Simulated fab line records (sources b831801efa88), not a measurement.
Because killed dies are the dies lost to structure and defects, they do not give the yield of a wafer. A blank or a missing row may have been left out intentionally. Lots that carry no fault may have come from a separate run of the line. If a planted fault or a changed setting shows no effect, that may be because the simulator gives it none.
Matching of chambers	flow gf180mcu	GF_V3_CVD_02 on pecvd-02 has 3 sister chambers
The step deposits SiO2 from TEOS, target thk 850 nm, time 94.851 s. 18 wafers are shown with their chamber, then 9 later ones without.

== WAFERS WITH THEIR CHAMBER ==
wafer	chamber	heater power w (W)
L075.3	0	660
L075.4	0	742
L075.5	1	624
L077.1	0	660
L077.2	1	667
L077.6	2	665
L078.1	0	754
L078.2	1	654
L078.3	2	595
L080.1	1	603
L080.3	2	628
L080.4	2	672
L081.1	1	586
L081.4	0	646
L081.6	1	622
L082.3	1	649
L082.4	1	671
L082.5	0	785

SIGNATURES (means of the wafers above)
reading	chamber 0	chamber 1	chamber 2	scatter within a chamber
heater power w	707.83	634.50	640.00	43.3
Rule: for a wafer and a chamber, the distance is found by dividing, reading by reading, the gap between the wafer's reading and the chamber's mean by the reading's scatter, squaring, summing and taking the root. The wafer belongs to the nearest chamber; if the next one is less than 2 further off, it can't be placed. How the scatter is found: for the shown wafers, subtract from each reading the mean of its chamber, square and add these, divide the total by (wafers less chambers), then take the root.

== WAFERS WITH NO CHAMBER GIVEN ==
wafer	heater power w (W)
L085.3	672
L085.4	782
L085.5	553
L087.3	686
L087.4	537
L087.5	798
L093.1	554
L093.2	620
L093.5	627

== EACH ONE'S CHAMBER ==
wafer	from the rows above	in truth
L085.3	can't be placed: 2 or 0 or 1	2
L085.4	can't be placed: 0 or 2 or 1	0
L085.5	can't be placed: 1 or 2 or 0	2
L087.3	can't be placed: 0 or 2 or 1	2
L087.4	can't be placed: 1 or 2 or 0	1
L087.5	can't be placed: 0 or 2 or 1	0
L093.1	can't be placed: 1 or 2 or 0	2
L093.2	can't be placed: 1 or 2 or 0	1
L093.5	can't be placed: 1 or 2 or 0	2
0 of 9 placed correctly. Cannot be placed on the basis of these rows: 9; the candidates contain the true chamber in 9. Wrongly placed: 0.
